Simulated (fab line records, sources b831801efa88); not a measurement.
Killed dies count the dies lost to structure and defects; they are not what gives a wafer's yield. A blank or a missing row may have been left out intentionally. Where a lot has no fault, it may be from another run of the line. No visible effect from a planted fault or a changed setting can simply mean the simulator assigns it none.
Chamber matching -- flow gf180mcu -- GF_V5_CMP_04 on cmp-01 has 4 sister chambers
The step polishes SiO2. 4 wafers are shown with their chamber, then 12 later ones without.

WAFERS WITH THEIR CHAMBER
wafer,chamber,motorCurrentA (A)
L084.2,3,11.4
L088.2,0,11.7
L088.3,1,12.9
L088.6,2,13.6

WAFERS WHOSE CHAMBER IS MISSING
wafer,motorCurrentA (A)
L089.2,11.9
L089.3,11.7
L089.6,12.1
L091.1,14.1
L091.2,13.0
L091.3,11.6
L092.1,13.1
L092.3,12.1
L092.4,14.1
L096.1,13.8
L096.2,12.7
L096.4,12.0

CHAMBER TAKEN BY EACH
wafer,from the rows above,in truth
L089.2,can't be placed: 0 or 3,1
L089.3,can't be placed: 0 or 3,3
L089.6,can't be placed: 0 or 3 or 1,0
L091.1,2,2
L091.2,can't be placed: 1 or 2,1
L091.3,can't be placed: 0 or 3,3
L092.1,can't be placed: 1 or 2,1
L092.3,can't be placed: 0 or 3 or 1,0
L092.4,2,2
L096.1,2,2
L096.2,1,1
L096.4,can't be placed: 0 or 3 or 1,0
Correctly placed: 4 of 12. Not placeable from these rows: 8 (in 7, the candidates include the true chamber). Placed wrongly: 0.
How it was worked out, from the rows above alone: a wafer's distance from a chamber is the root of the sum, over the readings, of the square of ((its reading less the chamber's mean) divided by the reading's scatter). The wafer belongs to the nearest chamber; if the next one is less than 2 further off, it can't be placed. A chamber's mean is the mean of its shown wafers. The scatter: root of mean squared gap, hidden wafer to nearest shown wafer, with one shown wafer a chamber.
